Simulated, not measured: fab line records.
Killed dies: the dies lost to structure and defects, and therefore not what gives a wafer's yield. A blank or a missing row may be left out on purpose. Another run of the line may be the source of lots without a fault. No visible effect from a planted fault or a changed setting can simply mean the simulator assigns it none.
Struck lot and sound lot, side by side -- flow sky130 -- 16 steps out of a route of 708
Sound: wafers L290.3, L290.5, L290.6. Struck: wafers L302.1, L302.2, L302.6. The cause comes at the end.
Order at every step that has rows: each side's tool, ch and its chambers, its first start. Under that, the readings that differ: sound wafers -- struck wafers -- difference of the means -- sigmas: that difference in standard deviations of wafers without a fault.
alike: same words and numbers on both sides, and readings whose means sit less than 2 such deviations apart. not compared: any withheld reading, any reading some wafer has no value for, any bound like >300 that may hide the same value, and any number with overlapping values for which the record gives no deviation.
The two part at a step that has a row with sigmas, a row that says differs or no value, or rows on one side only. When numbers do not overlap yet have no deviation, they are printed without sigmas and do not part them. Lack of a reading on every wafer of one side parts them only where that side has two or more wafers.

first, 3 steps without rows for these wafers: SKY_FIELD_ISO_EXPOSE_10 (exposes mask FOM, target cd 150 nm); SKY_FIELD_ISO_PEB_11; SKY_FIELD_ISO_DEVELOP_12 (develop time 60 s).
SKY_FIELD_ISO_CD_MEAS_13: the cd target is 150 nm.
  struck on cd sem-02, day 5 22:03; sound on cd sem-01, day 3 07:35
  alike: cd nm
SKY_FIELD_ISO_ETCH_14: etches BARC in N2/H2, stops on SiO2, time 45.9 s, target depth 60 nm.
  sound on rie diel-02 ch 1,2,3, day 3 07:40; struck on rie diel-04 ch 1,2, day 5 22:10
  alike: drypump motor current A, oes product au, throttle valve pct
  not compared: rf hours counter h
SKY_FIELD_ISO_ETCH_15: etches the open film in CHF3/O2, stops on Si, target depth 180 nm, time 72 s.
  sound on rie diel-02 ch 1,2,3, day 3 07:43; struck on rie diel-04 ch 1,2, day 5 22:14
  alike: O2_flow_sccm, drypump motor current A, oes product au, throttle valve pct
  not compared: rf hours counter h
SKY_FIELD_ISO_STRIP_16: strips in O2/N2.
  sound on plasma asher-01 ch 0,1, day 3 07:49; struck on plasma asher-02 ch 0,1, day 5 22:19
  alike: drypump motor current A, oes product au, strip time to endpoint s
  not compared: rf hours counter h
SKY_FIELD_ISO_ETCH_17: etches Si in HBr/Cl2/O2, target depth 342 nm, time 97.7 s.
  sound on rie si-02 ch 2,3, day 3 07:52; struck on rie si-01 ch 0,2,3, day 5 22:25
  alike: O2_flow_sccm, drypump motor current A, oes product au, throttle valve pct
  not compared: rf hours counter h
then, 4 steps without rows for these wafers: SKY_FIELD_ISO_WET_ETCH_18 (etches Si3N4 in H3PO4, target depth 25 nm, time 286 s); SKY_FIELD_ISO_CLEAN_19 (cleans in SC1/SC2, time 150 s); SKY_FIELD_ISO_CLEAN_20 (cleans in dHF, time 20 s); SKY_FIELD_ISO_WET_ETCH_21 (etches SiO2 in dHF, target depth 20 nm, time 400 s).
SKY_FIELD_ISO_OXIDATION_22: stabilise 600 s, purge 300 s, target thk 10 nm.
  sound on furnace-01 ch 0, day 3 09:21; struck on furnace-02 ch 0, day 6 03:26
reading,sound,struck,difference,sigmas
model.SiO2_of_FIELD_ISO_OXIDATION_22.thk nm (nm),9.786 9.864 10.06,4.279 4.394 4.177,-5.620,
SKY_FIELD_ISO_THK_MEAS_23:
  struck on film metro-02, day 6 04:37; sound on film metro-03, day 3 10:32
reading,sound,struck,difference,sigmas
FIELD_ISO_OXIDATION_01_THK (nm),9.80 9.89 10.06,4.30 4.43 4.16,-5.62,-30
then, 1 step without rows for these wafers: SKY_FIELD_ISO_CVD_24 (deposits SiO2, target thk 595 nm, time 99.2 s).
-- record jumps: 44 days separate the struck wafers' starts on either side; left off in module FIELD_ISO, taken up again in module PAD_OPEN, whose first shown step is the route's number 708 --
SKY_PAD_OPEN_PROBE_99:
  struck on prober-02, day 50 01:13; sound on prober-02, day 47 02:44
reading,sound,struck,difference,sigmas
model.etest.diode ndiff fingers.leak log10 a cm2,-6.841 -6.748 -6.712,-6.175 -6.363 -5.836,+0.642,
model.etest.diode pdiff fingers.leak log10 a cm2,-6.509 -6.747 -6.455,-6.122 -6.199 -6.258,+0.377,
model.etest.sram nfet pass.off log10 a um,-12.61 -12.75 -12.49,-12.15 -12.18 -12.19,+0.44,
  alike: killed_at_M0_to_M3, killed_at_M4_up, killed at contacts, killed at front end, killed at other, killed dies, killed open, killed short
  not compared: model.etest.nfet_01v8.off log10 a um

## WHERE THEY PART
At SKY_FIELD_ISO_THK_MEAS_23 and nowhere else, as far as this record goes. Later steps at which nothing parts them and some readings are alike: SKY_PAD_OPEN_PROBE_99.

WHY: what the simulator had put in
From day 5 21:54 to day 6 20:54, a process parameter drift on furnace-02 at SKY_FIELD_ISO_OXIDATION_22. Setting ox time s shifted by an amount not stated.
